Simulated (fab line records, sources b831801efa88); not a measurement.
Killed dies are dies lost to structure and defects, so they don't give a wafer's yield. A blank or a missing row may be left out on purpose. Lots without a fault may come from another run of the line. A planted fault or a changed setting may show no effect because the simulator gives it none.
One fault seen from 2 desks | flow sky130 | each desk has only its own numbers; what lay behind them comes last

THE TOOL OWNER'S DESK: krf_scanner-02
The tool's own readings at SKY_METAL3_EXPOSE_10 (exposes mask MM3, target cd 300 nm): means of the sampled wafers that have a number, for each lot that ran on this tool. A lot is out of limits, marked OUT, if its mean lies more than 4 standard deviations from the usual mean; the brackets give that distance.
Columns: A = exposure_dose_mJ_cm2 at SKY_METAL3_EXPOSE_10, usual 27.99; B = focus_offset_nm at SKY_METAL3_EXPOSE_10, usual 0.0 nm; C = reticle_temp_C at SKY_METAL3_EXPOSE_10, usual 23.02 C
lot  | first seen here | A               | B    | C
L649 | day 38 12:11    | 28.02           | 0.1  | 23.06
L654 | day 40 05:36    | 27.41 (-18) OUT | -0.0 | 23.03
L655 | day 40 06:35    | 27.47 (-16) OUT | 0.4  | 22.94
L661 | day 42 09:51    | 27.59 (-12) OUT | -0.1 | 22.95
This desk's finding: out of limits on L654, L655, L661; first on L654, day 40 05:36 (exposure_dose_mJ_cm2 at SKY_METAL3_EXPOSE_10). In limits: L649.

THE METROLOGY DESK
What the gauges read, lot by lot, whatever tool the lot ran on: means of the sampled wafers that have a number. A lot is out of limits, marked OUT, if its mean lies more than 4 standard deviations from the usual mean; the brackets give that distance.
Columns: A = CAPM_OVL at SKY_CAPM_OVL_MEAS_12, usual 0.1 nm; B = cd_nm at SKY_METAL3_CD_MEAS_13, usual 299.9 nm; C = METAL3_OVL at SKY_METAL3_OVL_MEAS_14, usual -2 nm
lot  | first seen here | A    | B     | C
L649 | day 37 22:14    | -0.1 | 300.1 | -5
L652 | day 38 23:29    | 0.6  | 295.8 | 1
L654 | day 39 17:03    | -1.0 | 302.6 | 1
L655 | day 39 17:56    | 0.8  | 303.4 | 5
L660 | day 41 13:28    | -0.2 | 302.5 | 1
L661 | day 41 22:05    | -0.9 | 302.9 | 8
L666 | day 43 07:57    | 0.8  | 299.0 | -6
This desk's finding: nothing out of limits on any of the 7 lots.

PUT TOGETHER
The tool owner's desk could have raised an alarm at day 40 05:36, on L654, L655, L661.
The metrology desk saw nothing out of limits.
The metrology desk has L654, L655, L661 on record, within its limits.
Of the lots named, all ran SKY_METAL3_EXPOSE_10 on krf_scanner-02.

WHAT THE SIMULATOR HAD PUT IN
Process parameter drift: krf_scanner-02, from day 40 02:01 on, at SKY_METAL3_EXPOSE_10. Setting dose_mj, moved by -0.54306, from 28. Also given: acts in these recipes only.
Lots struck among those shown: L654, L655, L661.
Hours from the fault's start to each desk's first reading out of limits: the tool owner's desk, 4.
